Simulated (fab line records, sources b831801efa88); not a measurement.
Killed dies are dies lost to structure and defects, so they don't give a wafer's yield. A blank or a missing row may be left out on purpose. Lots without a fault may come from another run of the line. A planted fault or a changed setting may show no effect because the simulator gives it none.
Which tool did it? | flow gf180mcu | 13 lots, 39 wafers sampled, at 5 steps of a route of 602

WHAT THE GAUGES READ, wafer by wafer
GF_HV_LDD_OVL_MEAS_20. Usual: HV_LDD_01_OVL -0.9 nm, standard deviation 1.6.
lot  | measured     | on         | HV_LDD_01_OVL (nm) | flag
L343 | day 11 06:22 | overlay-01 | -1.5 -1.5 -0.5     |
L345 | day 11 19:52 | overlay-02 | -1.6 0.1 -0.7      |
L346 | day 12 07:02 | overlay-01 | -2.3 -0.5 -2.0     |
L351 | day 13 12:31 | overlay-02 | -2.6 -3.5 -4.1     |
L352 | day 14 01:09 | overlay-01 | -1.0 -1.6 -0.3     |
L353 | day 14 14:15 | overlay-02 | -2.1 -2.0 -2.8     |
L354 | day 14 14:34 | overlay-02 | -3.3 -3.6 -3.6     |
L359 | day 16 08:27 | overlay-01 | -0.5 -0.2 -2.6     |
L361 | day 16 19:44 | overlay-01 | -3.1 -1.5 -2.0     |
L362 | day 17 03:38 | overlay-01 | 1.1 -0.2 -0.5      |
L363 | day 17 11:38 | overlay-02 | -2.3 0.3 -0.5      |
L364 | day 17 21:42 | overlay-01 | 1.3 -0.8 -0.3      |
L365 | day 18 04:19 | overlay-01 | 1.4 -0.3 0.8       |

GF_PSD_TW_MEAS_11. Usual: PSD_TW 3171, standard deviation 17.
lot  | measured     | on            | PSD_TW         | flag
L343 | day 14 17:35 | film_metro-03 | 3143 3170 3165 |
L345 | day 15 08:06 | film_metro-02 | 3160 3149 3151 |
L346 | day 15 22:04 | film_metro-02 | 3153 3137 3164 |
L351 | day 17 06:53 | film_metro-02 | 3149 3160 3139 |
L352 | day 17 22:04 | film_metro-03 | 3176 3178 3174 |
L353 | day 18 13:05 | film_metro-02 | 3157 3178 3179 |
L354 | day 18 14:04 | film_metro-03 | 3148 3147 3160 |
L359 | day 20 11:56 | film_metro-03 | 3183 3183 3185 |
L361 | day 20 23:35 | film_metro-03 | 3193 3179 3180 |
L362 | day 21 09:22 | film_metro-03 | 3145 3162 3152 |
L363 | day 21 15:58 | film_metro-02 | 3136 3143 3156 |
L364 | day 22 04:10 | film_metro-03 | 3168 3184 3191 |
L365 | day 22 10:41 | film_metro-03 | 3171 3181 3187 |

GF_PSD_RS_MEAS_14: measures by four-point-probe. Usual: NSD_RS 46.15 ohm/sq, standard deviation 0.087.
lot  | measured     | on            | NSD_RS (ohm/sq)                     | flag
L343 | day 14 17:47 | film_metro-04 | 46.04 46.05 46.09                   |
L345 | day 15 08:19 | film_metro-04 | 46.10 46.17 46.06                   |
L346 | day 15 22:17 | film_metro-03 | 46.11 46.18 46.16                   |
L351 | day 17 07:05 | film_metro-02 | 44.73 44.82 44.79 44.74 44.65 44.74 | OFF
L352 | day 17 22:15 | film_metro-04 | 44.63 44.59 44.59 44.69 44.64 44.55 | OFF
L353 | day 18 13:17 | film_metro-03 | 46.29 46.12 46.09                   |
L354 | day 18 14:16 | film_metro-04 | 46.12 46.16 46.18                   |
L359 | day 20 12:08 | film_metro-03 | 46.16 46.07 46.02                   |
L361 | day 20 23:47 | film_metro-03 | 46.19 46.19 46.18                   |
L362 | day 21 09:35 | film_metro-02 | 46.12 46.15 46.20                   |
L363 | day 21 16:11 | film_metro-03 | 46.24 46.19 46.24                   |
L364 | day 22 04:26 | film_metro-04 | 46.07 46.03 46.08                   |
L365 | day 22 11:08 | film_metro-03 | 46.20 46.12 46.21                   |

GF_PSD_RS_MEAS_15: measures by four-point-probe. Usual: PSD_RS 108.6 ohm/sq, standard deviation 0.34.
lot  | measured     | on            | PSD_RS (ohm/sq)                     | flag
L343 | day 14 17:54 | film_metro-04 | 108.2 107.8 108.3                   |
L345 | day 15 08:26 | film_metro-04 | 108.5 108.4 108.9                   |
L346 | day 15 22:25 | film_metro-03 | 108.4 108.5 108.7                   |
L351 | day 17 09:31 | film_metro-02 | 103.8 103.8 104.2 103.8 104.1 103.8 | OFF
L352 | day 18 02:37 | film_metro-04 | 103.3 103.0 103.4 103.2 103.1 103.4 | OFF
L353 | day 18 13:24 | film_metro-03 | 108.6 108.4 108.2                   |
L354 | day 18 14:23 | film_metro-04 | 108.6 108.8 108.8                   |
L359 | day 20 12:16 | film_metro-03 | 108.3 108.4 108.2                   |
L361 | day 20 23:55 | film_metro-03 | 108.4 108.6 108.3                   |
L362 | day 21 09:42 | film_metro-02 | 108.5 108.5 109.2                   |
L363 | day 21 16:18 | film_metro-03 | 109.0 109.1 108.7                   |
L364 | day 22 04:33 | film_metro-04 | 108.1 108.1 108.4                   |
L365 | day 22 11:16 | film_metro-03 | 108.8 109.0 108.5                   |

WHICH TOOL RAN EACH LOT (tool, then ch and the chambers of the sampled wafers, then the start)
lot  | GF_PSD_RTA_13
L343 | rtp_anneal-01 ch 0, day 14 17:41
L345 | rtp_anneal-02 ch 0, day 15 08:13
L346 | rtp_anneal-02 ch 0, day 15 22:11
L351 | rtp_anneal-02 ch 0, day 17 07:00
L352 | rtp_anneal-02 ch 0, day 17 22:10
L353 | rtp_anneal-01 ch 0, day 18 13:12
L354 | rtp_anneal-01 ch 0, day 18 14:11
L359 | rtp_anneal-01 ch 0, day 20 12:04
L361 | rtp_anneal-01 ch 0, day 20 23:42
L362 | rtp_anneal-02 ch 0, day 21 09:29
L363 | rtp_anneal-02 ch 0, day 21 16:05
L364 | rtp_anneal-01 ch 0, day 22 04:16
L365 | rtp_anneal-01 ch 0, day 22 10:51
- GF_PSD_RTA_13: time 20 s.

WHAT THE TOOLS THEMSELVES READ (means of the sampled wafers that have a number; where no wafer has one, the mark that the record gives instead)
GF_PSD_RTA_13. Usual: lamp_power_pct 32.5 %, standard deviation 1.6; wafer_temp_C_max 1030.2, standard deviation 1.4.
lot  | tool          | lamp_power_pct (%) | wafer_temp_C_max | flag
L343 | rtp_anneal-01 | 34.1               | 1029.9           |
L345 | rtp_anneal-02 | 30.9               | 1031.0           |
L346 | rtp_anneal-02 | 30.9               | 1030.1           |
L351 | rtp_anneal-02 | 31.8               | 1041.9           | OFF
L352 | rtp_anneal-02 | 31.8               | 1040.5           | OFF
L353 | rtp_anneal-01 | 34.1               | 1029.1           |
L354 | rtp_anneal-01 | 34.2               | 1028.9           |
L359 | rtp_anneal-01 | 34.2               | 1028.7           |
L361 | rtp_anneal-01 | 34.1               | 1029.8           |
L362 | rtp_anneal-02 | 30.9               | 1032.8           |
L363 | rtp_anneal-02 | 30.9               | 1031.3           |
L364 | rtp_anneal-01 | 34.1               | 1028.8           |
L365 | rtp_anneal-01 | 34.2               | 1029.2           |

THE ANSWER, worked out from the rows above alone
Rule: a lot is off if the mean of its wafers that have a number lies more than 3 standard deviations from the usual mean. A lot without any number at a reading at which 4 lots or more have one is off too. The other lots that the step has rows for count as sound. The gauges are gone through in route order, then the tools' own readings, and for those a lot's mean is taken as printed above. The first step at which some lot is off is used, and at that step the reading that is off furthest; a lot without a number counts as furthest.
Off: L351, L352, at GF_PSD_RS_MEAS_14 (NSD_RS).
A tool fits if, at a process step before that reading, it ran every lot that is off, and no sound lot after the first of them. The gauges at GF_PSD_RS_MEAS_14 aren't tried: what is off there is off at GF_PSD_RTA_13 too, on other tools, and a gauge's error can't cause that. None of those tried fits.

WHAT THE SIMULATOR HAD PUT IN
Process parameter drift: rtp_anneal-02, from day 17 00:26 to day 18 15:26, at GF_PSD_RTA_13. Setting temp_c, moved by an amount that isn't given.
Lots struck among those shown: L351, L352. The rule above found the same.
